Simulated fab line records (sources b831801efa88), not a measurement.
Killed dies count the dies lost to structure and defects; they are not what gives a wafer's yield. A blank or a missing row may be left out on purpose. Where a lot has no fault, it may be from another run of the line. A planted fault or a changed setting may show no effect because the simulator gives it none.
Split-lot experiment ; flow sky130 ; 23 wafers read from 5 lots, route of 708 steps

## ON THE SPLIT
At SKY_METAL5_EXPOSE_11 (exposes mask MM5, target cd 1600 nm), the setting dose-mj was moved away from the recipe's 190 on 7 of the 23 wafers read, by +2.4% to +7.1%. For the rest of the wafers, this setting stayed at what the recipe calls for.

## FROM THE SPLIT TO THE READING: what the file shows between them, 2 steps
- SKY_METAL5_PEB_12
- SKY_METAL5_DEVELOP_13: develop time 60 s

## THE READING
METAL5.cd-nm (the simulator's own value, which no gauge read), in nm, at SKY_METAL5_DESCUM_14 (chemistry O2, time 11 s). No usual value for it is given in the file. Average 1601 nm, standard deviation 2.3 nm, over the 16 wafers here run with the recipe.

wafer;tool, chamber at the split;dose-mj as run;against the recipe;METAL5.cd-nm, nm;against lot-mates on the recipe
L074.1;iline-stepper-02, 0;190;recipe;1602;-
L074.2;iline-stepper-02, 0;203.5;+7.1%;1583;-20
L074.3;iline-stepper-02, 0;203.5;+7.1%;1583;-20
L074.6;iline-stepper-02, 0;203.5;+7.1%;1583;-20
L074.4;iline-stepper-02, 0;190;recipe;1604;-
L078.1;iline-stepper-01, 0;190;recipe;1602;-
L078.2;iline-stepper-01, 0;190;recipe;1600;-
L078.4;iline-stepper-01, 0;195.6;+2.9%;1591;-10
L078.5;iline-stepper-01, 0;195.6;+2.9%;1592;-9
L078.6;iline-stepper-01, 0;190;recipe;1601;-
L081.2;iline-stepper-02, 0;190;recipe;1603;-
L081.3;iline-stepper-02, 0;190;recipe;1603;-
L081.6;iline-stepper-02, 0;190;recipe;1603;-
L083.1;iline-stepper-02, 0;190;recipe;1603;-
L083.2;iline-stepper-02, 0;190;recipe;1601;-
L083.4;iline-stepper-02, 0;190;recipe;1601;-
L083.5;iline-stepper-02, 0;190;recipe;1601;-
L083.6;iline-stepper-02, 0;190;recipe;1602;-
L085.1;iline-stepper-01, 0;194.6;+2.4%;1593;-4
L085.2;iline-stepper-01, 0;190;recipe;1596;-
L085.3;iline-stepper-01, 0;190;recipe;1597;-
L085.6;iline-stepper-01, 0;190;recipe;1597;-
L085.4;iline-stepper-01, 0;194.6;+2.4%;1590;-7

FIT RESULTS
A straight line over all 23 wafers: METAL5.cd-nm changes by -2.63 nm for each +1% of dose-mj; r = -0.94; the points scatter about the line by 2.3 nm.
The same after taking each lot's own level away (the mean of its wafers on the recipe; 23 wafers): -2.82 nm for each +1%; r = -0.99; scatter 1 nm.
That fit puts the effect of the largest move of dose-mj on the reading at 20 nm.
Across the lots, their own levels run from 1596.7 to 1603.0 nm, a range of 2.7 times the standard deviation given above.
The two slopes agree, so the slope changes little with the lot-to-lot level.
Check: -20 nm against its lot-mates is what the line predicts for one of the wafers moved furthest among these (+7.1%) when that wafer is left out of the fit. It came out at -20 nm against them.

## FURTHER SPLITS ON THESE WAFERS
These wafers also went through other splits before the reading. Each is held against what the fit with the lots' levels taken away leaves over:
other split on the same wafers;wafers away from the commonest value;r with METAL5.cd-nm (lot level and that fit taken away)
SKY_CAPM_EXPOSE_09 dose-mj;8;+0.09
SKY_METAL3_METAL_ETCH_18 over-etch-frac;6;-0.08
SKY_VIA3_CVD_21 pressure-torr;10;+0.29
SKY_CAP2M_EXPOSE_09 dose-mj;5;-0.06
SKY_CAP2M_STRIP_14 o2-flow-sccm;9;-0.07
SKY_VIA4_HDPCVD_00 time-s;10;+0.40
SKY_VIA4_EXPOSE_08 dose-mj;10;-0.14
SKY_METAL5_SPUTTER_01 power-w;5;-0.04

## THE FILE'S OWN FIT
METAL5.cd-nm changes by -2.82 nm for each +1% of dose-mj, r = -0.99.
